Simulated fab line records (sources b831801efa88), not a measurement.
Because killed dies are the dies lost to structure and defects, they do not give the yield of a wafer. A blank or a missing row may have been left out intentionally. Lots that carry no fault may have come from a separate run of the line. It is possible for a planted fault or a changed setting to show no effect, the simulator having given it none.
One fault seen from 2 desks	flow gf180mcu	numbers are kept per desk, each desk with only its own; the story behind them comes last

== FROM THE METROLOGY DESK ==
Means of the sampled wafers that have a number, per lot and without regard to the tool the lot ran on: this is what the gauges read. Marked OUT: a lot whose mean sits more than 4 standard deviations from the usual mean, which makes it out of limits; the brackets give that distance.
Columns: A = POLY_GATE_CVD_00_THK at GF_POLY_GATE_THK_MEAS_01, usual 199.9 nm; B = HV_LDD_4_TW at GF_HV_LDD_TW_MEAS_50, usual 564; C = SAB_OVL at GF_SAB_OVL_MEAS_10, usual -0.1 nm
lot	first seen here	A	B	C
L155	day 8 17:51	200.4	571	-0.3
L157	day 9 06:47	202.9	567	0.2
L158	day 9 13:20	198.1	563	-0.5
L159	day 9 18:25	200.9	565	-2.9
L160	day 10 00:04	197.8	568	0.8
L161	day 10 09:15	202.6	565	-1.8
L164	day 11 03:28	199.1	559	0.2
L165	day 11 12:41	203.1	566	0.9
L167	day 11 22:52	198.7	556	0.0
L169	day 12 14:43	201.3	558	1.4
L170	day 13 00:55	196.1	545 (-4.3) OUT	0.2
L172	day 13 07:53	196.4	567	-1.9
L173	day 13 18:23	200.8	560	0.2
L176	day 14 19:52	198.6	565	3.4
Per this desk, out of limits: L170; the first was L170, day 17 22:38 (HV_LDD_4_TW at GF_HV_LDD_TW_MEAS_50). Within limits: L155, L157, L158, L159, L160, L161, L164, L165, L167, L169, L172, L173, L176.

== DESK OF THE TOOL OWNER: implanter-02 ==
GF_HV_LDD_IMPLANT_48, tool's own readings: per-lot mean of the sampled wafers with a number, covering each lot this tool ran. Marked OUT: a lot whose mean sits more than 4 standard deviations from the usual mean, which makes it out of limits; the brackets give that distance.
Columns: A = dose_ions_cm2 at GF_HV_LDD_IMPLANT_48, usual 3.001e+13; B = faraday_current_uA at GF_HV_LDD_IMPLANT_48, usual 169
lot	first seen here	A	B
L155	day 12 12:11	3.001e+13	167
L165	day 15 19:59	2.999e+13	168
L167	day 16 15:19	3.006e+13	171
L169	day 17 11:54	2.734e+13 (-89) OUT	156
L170	day 17 22:23	2.735e+13 (-89) OUT	155 (-4.2) OUT
This desk finds L169, L170 out of limits, L169 being first, at day 17 11:54 (dose_ions_cm2 at GF_HV_LDD_IMPLANT_48). Within limits: L155, L165, L167.

== PUT TOGETHER ==
On L169, L170, at day 17 11:54, an alarm was possible from the tool owner's desk.
An alarm was possible from the metrology desk at day 17 22:38, on L170.
The metrology desk holds a record of L169, inside its limits.
The lots listed all ran GF_HV_LDD_IMPLANT_48 on implanter-02.

== WHAT WAS PUT IN BY THE SIMULATOR ==
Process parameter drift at GF_HV_LDD_IMPLANT_48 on implanter-02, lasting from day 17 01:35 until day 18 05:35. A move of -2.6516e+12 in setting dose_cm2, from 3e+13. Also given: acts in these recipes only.
Struck lots among those shown: L169, L170.
Delay (hours) between the fault's onset and each desk's first out-of-limits reading: 10 at the tool owner's desk, 21 at the metrology desk.
